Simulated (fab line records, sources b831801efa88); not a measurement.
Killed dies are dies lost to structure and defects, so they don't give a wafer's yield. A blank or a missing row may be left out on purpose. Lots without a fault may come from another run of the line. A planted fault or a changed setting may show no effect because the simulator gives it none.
Which tool did it? | flow gf180mcu | 13 lots, 39 wafers sampled, at 4 steps of a route of 602

WHAT THE GAUGES READ, wafer by wafer
GF_MIM_THK_MEAS_11: measures by xrf. Usual: MIM_ALCU_THK 197.5 nm, standard deviation 2.6.
lot  | measured     | on            | MIM_ALCU_THK (nm) | flag
L179 | day 24 15:21 | film_metro-04 | 196.2 194.5 192.3 |
L180 | day 25 00:46 | film_metro-03 | 197.6 197.9 198.3 |
L181 | day 25 09:19 | film_metro-04 | 198.1 196.7 200.5 |
L182 | day 25 13:20 | film_metro-04 | 199.0 198.8 198.4 |
L183 | day 25 19:49 | film_metro-03 | 203.6 200.0 201.9 |
L185 | day 26 09:17 | film_metro-04 | 195.2 193.6 194.2 |
L191 | day 28 08:17 | film_metro-04 | 199.0 196.9 197.8 |
L193 | day 28 23:15 | film_metro-03 | 196.7 195.2 195.2 |
L195 | day 29 16:10 | film_metro-04 | 197.3 197.6 195.1 |
L197 | day 30 00:34 | film_metro-03 | 198.8 195.9 195.8 |
L199 | day 30 16:11 | film_metro-02 | 194.7 196.0 194.4 |
L201 | day 31 01:10 | film_metro-02 | 197.6 195.7 196.6 |
L202 | day 31 08:44 | film_metro-04 | 195.2 197.1 195.3 |

GF_M5_CD_MEAS_07: target cd 280 nm. Usual: cd_nm 279.9 nm, standard deviation 1.2.
lot  | measured     | on        | cd_nm (nm)        | flag
L179 | day 26 10:18 | cd_sem-02 | 278.7 278.6 278.0 |
L180 | day 26 18:30 | cd_sem-01 | 281.1 280.2 281.8 |
L181 | day 27 04:14 | cd_sem-02 | 279.3 280.3 278.7 |
L182 | day 27 07:03 | cd_sem-01 | 279.3 279.6 279.1 |
L183 | day 27 13:11 | cd_sem-01 | 279.7 280.0 280.4 |
L185 | day 28 02:29 | cd_sem-02 | 278.5 279.2 279.6 |
L191 | day 29 23:30 | cd_sem-01 | 301.4 300.9 302.5 | OFF
L193 | day 30 13:23 | cd_sem-01 | 297.4 296.6 297.7 | OFF
L195 | day 31 04:44 | cd_sem-01 | 305.4 307.1 306.7 | OFF
L197 | day 31 12:49 | cd_sem-01 | 278.2 278.9 277.8 |
L199 | day 32 02:53 | cd_sem-02 | 280.1 279.5 278.9 |
L201 | day 32 11:17 | cd_sem-02 | 278.3 278.5 277.6 |
L202 | day 32 18:14 | cd_sem-01 | 279.7 280.6 280.2 |

WHICH TOOL RAN EACH LOT (tool, then ch and the chambers of the sampled wafers, then the start)
lot  | GF_V4_CVD_23                  | GF_M5_PEB_05
L179 | cvd_w-01 ch 0,1, day 24 14:12 | litho_track-04 ch 0, day 26 09:58
L180 | cvd_w-01 ch 0,1, day 24 23:37 | litho_track-04 ch 0, day 26 18:10
L181 | cvd_w-02 ch 0,1, day 25 08:12 | litho_track-04 ch 0, day 27 03:53
L182 | cvd_w-02 ch 0,1, day 25 12:12 | litho_track-04 ch 0, day 27 06:43
L183 | cvd_w-02 ch 0,1, day 25 18:42 | litho_track-04 ch 0, day 27 12:53
L185 | cvd_w-01 ch 1, day 26 08:10   | litho_track-01 ch 0, day 28 02:08
L191 | cvd_w-02 ch 0,1, day 28 07:09 | litho_track-04 ch 0, day 29 23:10
L193 | cvd_w-01 ch 0,1, day 28 22:07 | litho_track-04 ch 0, day 30 13:02
L195 | cvd_w-02 ch 0,1, day 29 15:02 | litho_track-04 ch 0, day 31 04:23
L197 | cvd_w-01 ch 1, day 29 23:26   | litho_track-03 ch 0, day 31 12:28
L199 | cvd_w-01 ch 0,1, day 30 15:04 | litho_track-03 ch 0, day 32 02:32
L201 | cvd_w-01 ch 0,1, day 30 23:42 | litho_track-01 ch 0, day 32 10:56
L202 | cvd_w-01 ch 0,1, day 31 07:37 | litho_track-01 ch 0, day 32 17:53
- GF_V4_CVD_23: deposits W, target thk 350 nm, time 104.9 s.
- GF_M5_PEB_05: peb time 90 s.

WHAT THE TOOLS THEMSELVES READ (means of the sampled wafers that have a number; where no wafer has one, the mark that the record gives instead)
GF_V4_CVD_23. Usual: chamber_pressure_Torr 40.00 Torr, standard deviation 0.093; heater_power_w 750 W, standard deviation 58.
lot  | tool     | chamber_pressure_Torr (Torr) | heater_power_w (W) | flag
L179 | cvd_w-01 | 39.91                        | 697                |
L180 | cvd_w-01 | 39.98                        | 704                |
L181 | cvd_w-02 | 40.02                        | 822                |
L182 | cvd_w-02 | 40.09                        | 817                |
L183 | cvd_w-02 | 39.95                        | 804                |
L185 | cvd_w-01 | 39.99                        | 721                |
L191 | cvd_w-02 | 40.02                        | 812                |
L193 | cvd_w-01 | 39.97                        | 697                |
L195 | cvd_w-02 | 40.13                        | 826                |
L197 | cvd_w-01 | 40.04                        | 731                |
L199 | cvd_w-01 | 40.07                        | 702                |
L201 | cvd_w-01 | 40.02                        | 719                |
L202 | cvd_w-01 | 39.94                        | 712                |

GF_M5_PEB_05. Usual: heater_power_total_W 85.71 W, standard deviation 0.083; plate_temp_C 135.01 C, standard deviation 0.13.
lot  | tool           | heater_power_total_W (W) | plate_temp_C (C) | flag
L179 | litho_track-04 | 85.69                    | 135.01           |
L180 | litho_track-04 | 85.75                    | 135.13           |
L181 | litho_track-04 | 85.72                    | 134.74           |
L182 | litho_track-04 | 85.82                    | 134.95           |
L183 | litho_track-04 | 85.66                    | 135.02           |
L185 | litho_track-01 | 85.69                    | 135.04           |
L191 | litho_track-04 | 80.40                    | 128.65           | OFF
L193 | litho_track-04 | 80.44                    | 128.46           | OFF
L195 | litho_track-04 | 80.44                    | 128.66           | OFF
L197 | litho_track-03 | 85.71                    | 135.07           |
L199 | litho_track-03 | 85.77                    | 134.94           |
L201 | litho_track-01 | 85.64                    | 135.03           |
L202 | litho_track-01 | 85.77                    | 135.12           |

THE ANSWER, worked out from the rows above alone
Rule: a lot is off if the mean of its wafers that have a number lies more than 3 standard deviations from the usual mean. A lot without any number at a reading at which 4 lots or more have one is off too. The other lots that the step has rows for count as sound. The gauges are gone through in route order, then the tools' own readings, and for those a lot's mean is taken as printed above. The first step at which some lot is off is used, and at that step the reading that is off furthest; a lot without a number counts as furthest.
Off: L191, L193, L195, at GF_M5_CD_MEAS_07 (cd_nm).
A tool fits if, at a process step before that reading, it ran every lot that is off, and no sound lot after the first of them. The gauges at GF_M5_CD_MEAS_07 aren't tried: what is off there is off at GF_M5_PEB_05 too, on other tools, and a gauge's error can't cause that. One fits: litho_track-04 at GF_M5_PEB_05. Its last sound lot is L183 (day 27 12:53), its first lot that is off L191 (day 29 23:10): a fault that began between those two fits.
The tool's own readings at GF_M5_PEB_05 bear it out: on the lots that are off they differ by more than 5 times the standard deviation of the sound lots' means. heater_power_total_W reads 80.43 W there against 85.72 W on the sound lots; plate_temp_C reads 128.59 C there against 135.00 C on the sound lots.

WHAT THE SIMULATOR HAD PUT IN
Process parameter drift: litho_track-04, from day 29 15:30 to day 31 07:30, at GF_M5_PEB_05. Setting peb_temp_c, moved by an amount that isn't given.
Lots struck among those shown: L191, L193, L195. The rule above found the same.
